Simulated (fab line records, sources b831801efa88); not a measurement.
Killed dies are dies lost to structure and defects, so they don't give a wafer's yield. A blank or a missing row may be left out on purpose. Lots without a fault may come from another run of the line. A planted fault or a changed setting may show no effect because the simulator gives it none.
Which tool did it? | flow sky130 | 12 lots, 36 wafers sampled, at 5 steps of a route of 708

WHAT THE GAUGES READ, wafer by wafer
SKY_VT_ADJUST_LVTN_OVL_MEAS_07.
lot  | measured     | on         | VT_ADJUST_LVTN_OVL (nm)
L773 | day 6 18:39  | overlay-01 | -1.0 -0.1 -0.2
L775 | day 7 06:07  | overlay-02 | 0.5 0.0 0.6
L783 | day 9 13:47  | overlay-01 | - - -
L784 | day 9 21:50  | overlay-01 | - - -
L787 | day 10 14:46 | overlay-01 | -0.1 -0.9 -2.0
L788 | day 11 02:04 | overlay-01 | -1.5 -1.7 -1.3
L789 | day 11 04:10 | overlay-01 | 1.2 2.3 0.2
L790 | day 11 12:34 | overlay-02 | 0.6 -2.7 -1.2
L791 | day 11 19:52 | overlay-02 | -1.9 0.7 -0.1
L792 | day 12 01:37 | overlay-02 | 1.5 1.7 -0.5
L794 | day 12 19:23 | overlay-01 | 1.2 -0.8 2.3
L795 | day 13 06:14 | overlay-01 | -0.4 -0.1 -1.5

SKY_VT_ADJUST_LVTN_TW_MEAS_10.
lot  | measured     | on            | VT_ADJUST_LVTN_TW
L773 | day 6 18:57  | film_metro-01 | 240.3 240.8 239.7
L775 | day 7 06:24  | film_metro-03 | 241.8 242.7 243.0
L783 | day 9 14:05  | film_metro-03 | 30.2 30.4 30.2
L784 | day 9 22:07  | film_metro-03 | 30.2 30.3 30.2
L787 | day 10 15:03 | film_metro-03 | 243.8 243.4 241.9
L788 | day 11 02:21 | film_metro-02 | 243.3 242.7 242.9
L789 | day 11 04:26 | film_metro-03 | 241.6 242.7 243.0
L790 | day 11 12:52 | film_metro-02 | 243.2 242.9 243.8
L791 | day 11 20:09 | film_metro-03 | 243.5 243.5 243.6
L792 | day 12 01:54 | film_metro-02 | 242.2 243.6 242.7
L794 | day 12 19:40 | film_metro-01 | 242.4 241.9 242.4
L795 | day 13 06:31 | film_metro-01 | 243.8 243.3 241.9

SKY_VT_ADJUST_HVTR_OVL_MEAS_08.
lot  | measured     | on         | VT_ADJUST_HVTR_OVL (nm)
L773 | day 9 08:08  | overlay-02 | 1.2 -0.9 0.4
L775 | day 9 21:20  | overlay-02 | -1.8 0.7 -0.4
L783 | day 12 13:08 | overlay-01 | -1.6 -0.2 -1.7
L784 | day 12 21:38 | overlay-01 | 0.5 -2.6 -1.2
L787 | day 13 15:23 | overlay-01 | -1.7 0.6 -0.4
L788 | day 14 02:50 | overlay-02 | -2.5 -1.7 -2.2
L789 | day 14 05:53 | overlay-01 | -1.3 -2.2 -2.9
L790 | day 14 13:50 | overlay-02 | 1.4 2.2 0.0
L791 | day 14 22:38 | overlay-02 | -1.2 0.1 1.2
L792 | day 15 03:20 | overlay-01 | 1.5 1.7 -1.0
L794 | day 15 22:45 | overlay-01 | -1.0 -1.1 -0.5
L795 | day 16 11:23 | overlay-02 | 0.1 0.4 -1.5

WHICH TOOL RAN EACH LOT (tool, then ch and the chambers of the sampled wafers, then the start)
lot  | SKY_DNWELL_STRIP_08                 | SKY_VT_ADJUST_LVTN_DEVELOP_06
L773 | plasma_asher-02 ch 0,1, day 3 03:10 | litho_track-03 ch 0, day 6 18:00
L775 | plasma_asher-02 ch 0,1, day 3 12:31 | litho_track-04 ch 0, day 7 05:00
L783 | plasma_asher-04 ch 0,1, day 5 09:58 | litho_track-03 ch 0, day 9 13:00
L784 | plasma_asher-01 ch 0,1, day 5 16:17 | litho_track-03 ch 0, day 9 21:00
L787 | plasma_asher-04 ch 0, day 6 06:16   | litho_track-04 ch 0, day 10 14:00
L788 | plasma_asher-02 ch 0,1, day 6 14:14 | litho_track-04 ch 0, day 11 01:00
L789 | plasma_asher-02 ch 0,1, day 6 17:04 | litho_track-04 ch 0, day 11 04:00
L790 | plasma_asher-02 ch 0,1, day 7 00:13 | litho_track-01 ch 0, day 11 12:00
L791 | plasma_asher-01 ch 0,1, day 7 05:25 | litho_track-01 ch 0, day 11 19:00
L792 | plasma_asher-01 ch 0,1, day 7 08:53 | litho_track-01 ch 0, day 12 01:00
L794 | plasma_asher-01 ch 0,1, day 7 22:44 | litho_track-01 ch 0, day 12 19:00
L795 | plasma_asher-04 ch 0,1, day 8 09:01 | litho_track-03 ch 0, day 13 06:00
- SKY_DNWELL_STRIP_08: strips in O2/N2.
- SKY_VT_ADJUST_LVTN_DEVELOP_06: develop time 60 s.

WHAT THE TOOLS THEMSELVES READ (means of the sampled wafers that have a number; where no wafer has one, the mark that the record gives instead)
SKY_DNWELL_STRIP_08.
lot  | tool            | drypump_motor_current_A (A) | oes_product_au (a.u.) | strip_time_to_endpoint_s (s)
L773 | plasma_asher-02 | 5.7                         | 0.722                 | 36.77
L775 | plasma_asher-02 | 5.7                         | 0.725                 | 36.96
L783 | plasma_asher-04 | 5.7                         | 0.721                 | 36.90
L784 | plasma_asher-01 | 6.0                         | 0.719                 | 36.81
L787 | plasma_asher-04 | 5.3                         | 0.721                 | 37.07
L788 | plasma_asher-02 | 5.8                         | 0.720                 | 36.93
L789 | plasma_asher-02 | 5.7                         | 0.726                 | 36.83
L790 | plasma_asher-02 | 5.8                         | 0.724                 | 36.97
L791 | plasma_asher-01 | 6.0                         | 0.722                 | 36.84
L792 | plasma_asher-01 | 5.6                         | 0.721                 | 36.86
L794 | plasma_asher-01 | 5.6                         | 0.724                 | 36.89
L795 | plasma_asher-04 | 6.2                         | 0.724                 | 36.98

THE ANSWER, worked out from the rows above alone
Rule: what is usual is taken from the lots themselves. Put in order of their means at a reading, lots are off if they are a third of the lots or fewer, leave a main group of 4 or more, and stand apart from it by a gap of 3 or more times the standard deviation of the main group's means; of several such gaps the widest counts. A main group whose means are all the same, to the digits that the tables above print for the reading, isn't used. A lot without any number at a reading at which 4 lots or more have one is off too. The other lots that the step has rows for count as sound. The gauges are gone through in route order, then the tools' own readings, and for those a lot's mean is taken as printed above. The first step at which some lot is off is used, and at that step the reading that is off furthest; a lot without a number counts as furthest.
Off: L783, L784, at SKY_VT_ADJUST_LVTN_OVL_MEAS_07 (VT_ADJUST_LVTN_OVL). Without a number there: L783, L784. The main group: mean -0.2 nm, standard deviation 0.91.
A tool fits if, at a process step before that reading, it ran every lot that is off, and no sound lot after the first of them. The gauges at SKY_VT_ADJUST_LVTN_OVL_MEAS_07 aren't tried: what is off there is off at SKY_VT_ADJUST_LVTN_TW_MEAS_10 too, on other tools, and a gauge's error can't cause that. None of those tried fits.

WHAT THE SIMULATOR HAD PUT IN
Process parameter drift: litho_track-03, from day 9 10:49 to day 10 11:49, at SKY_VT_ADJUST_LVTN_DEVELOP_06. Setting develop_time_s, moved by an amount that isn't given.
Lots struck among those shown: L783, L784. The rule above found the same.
